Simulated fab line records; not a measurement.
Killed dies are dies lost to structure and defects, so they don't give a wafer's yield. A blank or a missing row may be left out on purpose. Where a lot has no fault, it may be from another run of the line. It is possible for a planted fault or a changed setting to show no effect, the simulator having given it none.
The tool behind it: which one?    flow sky130    11 lots, 33 wafers sampled, at 2 steps of a route of 708

== WHAT EACH GAUGE READ, for each wafer ==
SKY_VIA2_THK_MEAS_01.
lot   measured      on             VIA2_HDPCVD_THK (nm)
L619  day 35 00:29  film-metro-03  1184 1180 1168
L620  day 35 13:50  film-metro-03  1164 1175 1172
L623  day 36 12:56  film-metro-01  1175 1175 1176
L626  day 37 06:36  film-metro-03  1171 1183 1166
L629  day 38 17:41  film-metro-02  1166 1198 1157
L630  day 39 00:29  film-metro-03  1178 1182 1185
L632  day 39 09:44  film-metro-01  1196 1198 1203
L637  day 40 13:28  film-metro-03  1174 1183 1185
L640  day 41 06:25  film-metro-03  1193 1189 1188
L641  day 41 08:14  film-metro-03  1181 1175 1205
L642  day 41 18:21  film-metro-01  1179 1175 1185

== WHAT TOOL EACH LOT RAN ON (gives the tool, then ch and the chambers of the sampled wafers, and finally the start) ==
lot   SKY_METAL2_ETCH_18
L619  rie-metal-02 ch 0,1, day 34 23:37
L620  rie-metal-01 ch 0,1, day 35 12:55
L623  rie-metal-02 ch 0,1, day 36 11:55
L626  rie-metal-01 ch 0,1, day 37 05:43
L629  rie-metal-02 ch 0,1, day 38 16:49
L630  rie-metal-01 ch 1, day 38 23:37
L632  rie-metal-04 ch 0,1, day 39 08:49
L637  rie-metal-02 ch 0,1, day 40 12:34
L640  rie-metal-01 ch 0,1, day 41 05:26
L641  rie-metal-01 ch 0,1, day 41 07:19
L642  rie-metal-02 ch 0,1, day 41 17:29
- SKY_METAL2_ETCH_18: etches BARC in N2/H2, stops on SiO2, time 45.9 s, target depth 60 nm.

== WHAT THE TOOLS THEMSELVES READ (means of the sampled wafers that have a number; where no wafer has one, the mark that the record gives instead) ==
SKY_METAL2_ETCH_18.
lot   tool          drypump-motor-current-A (A)  oes-product-au (a.u.)  throttle-valve-pct (%)
L619  rie-metal-02  5.7                          0.851                  13.228
L620  rie-metal-01  5.6                          0.849                  13.225
L623  rie-metal-02  6.1                          0.855                  13.225
L626  rie-metal-01  5.6                          0.854                  13.221
L629  rie-metal-02  6.0                          0.856                  13.229
L630  rie-metal-01  5.6                          0.859                  13.226
L632  rie-metal-04  5.0                          0.848                  13.223
L637  rie-metal-02  6.1                          0.858                  13.227
L640  rie-metal-01  5.6                          0.860                  13.233
L641  rie-metal-01  5.6                          0.855                  13.225
L642  rie-metal-02  5.7                          0.855                  13.221

== THE ANSWER, worked out from the rows above alone ==
Rule: the usual values come from the lots themselves. The widest of any qualifying gaps counts: lots, ordered by their means at a reading, are off when they make up no more than a third of the lots, leave a main group of 4 or more, and stand apart from it by 3 or more times the standard deviation of that group's means. A main group is skipped when, at the precision printed for the reading in the tables above, its means are all equal. A lot without any number at a reading at which 4 lots or more have one is off too. Any other lot the step has rows for is counted as sound. Order of review: gauges by route order, followed by the tools' own readings, for which a lot's mean as printed above is used. The first step at which some lot is off is used, and at that step the reading that is off furthest; a lot without a number counts as furthest.
No lot is off on any of the readings shown, so nothing can be concluded from this.

== WHAT HAD BEEN PUT IN BY THE SIMULATOR ==
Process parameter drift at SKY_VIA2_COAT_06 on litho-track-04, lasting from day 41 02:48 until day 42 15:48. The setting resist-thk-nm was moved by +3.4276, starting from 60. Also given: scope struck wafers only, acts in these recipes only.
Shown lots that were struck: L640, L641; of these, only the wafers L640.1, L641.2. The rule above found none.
